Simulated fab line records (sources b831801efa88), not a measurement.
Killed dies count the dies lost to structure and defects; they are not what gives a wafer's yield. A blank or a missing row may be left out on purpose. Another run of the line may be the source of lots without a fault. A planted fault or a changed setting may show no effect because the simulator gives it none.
One fault seen from 2 desks -- flow gf180mcu -- what lay behind the numbers comes last; until then each desk has only its own

FOR THE TOOL OWNER'S DESK: pvd_sputter-04
The tool's own readings at GF_M2_SPUTTER_03 (material Ti, target thk 10 nm, time 6.7 s): means of the sampled wafers that have a number, for each lot that ran on this tool. If a lot's mean is further than 4 standard deviations from the usual mean, the lot is out of limits and carries the mark OUT (the distance appears in the brackets).
Columns: A = throttle_valve_pct at GF_M2_SPUTTER_03, usual 29.8 %
lot,first seen here,A
L379,day 22 12:33,28.4
L389,day 26 01:54,30.7
Finding of this desk: none of the 2 lots has anything out of limits.

AT THE METROLOGY DESK
Means of the sampled wafers that have a number, per lot and without regard to the tool the lot ran on: this is what the gauges read. If a lot's mean is further than 4 standard deviations from the usual mean, the lot is out of limits and carries the mark OUT (the distance appears in the brackets).
Columns: A = V1_W_RS at GF_V1_RS_MEAS_24, usual 0.3277 ohm/sq; B = V1_W_THK at GF_V1_THK_MEAS_25, usual 352 nm
lot,first seen here,A,B
L368,day 18 14:38,0.3263,353
L379,day 22 11:56,0.3286,346
L386,day 25 01:26,0.3248,356
L388,day 25 13:14,0.3283,353
L389,day 26 01:18,0.3302,348
Finding of this desk: none of the 5 lots has anything out of limits.

TAKEN TOGETHER
Nothing out of limits was seen by the tool owner's desk.
The metrology desk saw nothing out of limits.

WHAT THE SIMULATOR PUT IN
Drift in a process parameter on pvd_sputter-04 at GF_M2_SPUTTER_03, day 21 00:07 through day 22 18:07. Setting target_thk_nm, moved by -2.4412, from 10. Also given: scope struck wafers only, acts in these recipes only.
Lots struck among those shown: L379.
